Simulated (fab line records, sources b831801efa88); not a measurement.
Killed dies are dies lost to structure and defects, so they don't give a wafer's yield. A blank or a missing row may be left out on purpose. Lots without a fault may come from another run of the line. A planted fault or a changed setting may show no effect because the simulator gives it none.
Problem report in the 8D (eight disciplines) form, filled by code | flow sfq_line | the parts of the form that need people (team, actions taken, sign-off) are left out

1. THE PROBLEM
I1_OVL at SFQ_I1_OVL_MEAS_913 reads a mean of 61 nm on 12 wafers of 4 lots; wafers without a fault read 2 nm with a standard deviation of 6.2. That is +9.6 standard deviations from the usual mean.
First seen on wafer L664.3, day 25 16:46, on overlay-01. The record holds 48 wafers of 16 lots with a number at this step. Rule for "out", or "out of limits": more than 4 standard deviations from the usual mean. The other wafers with a number count as sound.

2. WHAT IT IS AND WHAT IT IS NOT
question                    | is                     | is not
which readings at this step | I1_OVL                 | -
which lots                  | L664, L665, L666, L667 | L660, L661, L662, L663, L670, L673, L674, L675, L676, L677, L682, L683
which wafers of those lots  | all that have a number | -
read on which gauges        | overlay-01             | overlay-02
when                        | from day 25 16:46      | up to then (12 sound wafers); but 24 sound wafers of L670, L673, L674, L675, L676, L677, L682, L683 came after

3. SUSPECTS, AND WHAT RULES EACH OUT
Counting: a tool at a process step up to the reading stays a suspect if it ran every lot that is out and no sound lot after the first of them.
- the gauge at SFQ_I1_OVL_MEAS_913: kept. All the wafers that are out were read on overlay-01, and no step on other tools shows them out.
- krf_scanner-01 at SFQ_TRILAYER_I1_VIA_LITHO_EXPOSE_050 (exposes mask I1, target cd 500 nm): kept. It ran every lot that is out, first L664 (day 25 15:39), and no sound lot after that; its last sound lot up to then is L663 (day 25 09:15).
Left after counting: krf_scanner-01 at SFQ_TRILAYER_I1_VIA_LITHO_EXPOSE_050, overlay-01 at SFQ_I1_OVL_MEAS_913.

4. THE CAUSE (what the simulator had put in)
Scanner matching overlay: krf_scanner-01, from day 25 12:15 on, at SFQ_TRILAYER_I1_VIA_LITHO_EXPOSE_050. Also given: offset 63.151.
Counting left 2 suspects, and this tool is among them.

5. THE CHAIN OF EFFECTS, in route order
Each row: a reading whose mean over the struck wafers that have a number lies more than 3 standard deviations from the usual. Only readings for which the record gives a usual standard deviation are gone through. hours: the time from each lot's start at the first step in this table that gives one to its start at this step, as a median over the lots. sigmas: the change in usual standard deviations.
hours | step                | reading | usual | on struck wafers | change | sigmas
0     | SFQ_I1_OVL_MEAS_913 | I1_OVL  | 2 nm  | 61               | +59    | +9.6

6. WHAT WOULD HAVE CAUGHT IT SOONER
In this record the first reading out of limits at a measuring or inspecting step was taken at day 25 16:46, 5 hours after the fault began at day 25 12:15.
Of the lots that are out (4), L665, L666, L667 began SFQ_TRILAYER_I1_VIA_LITHO_EXPOSE_050 on krf_scanner-01 after day 25 16:46. A hold on the tool at that time would have spared those 3.
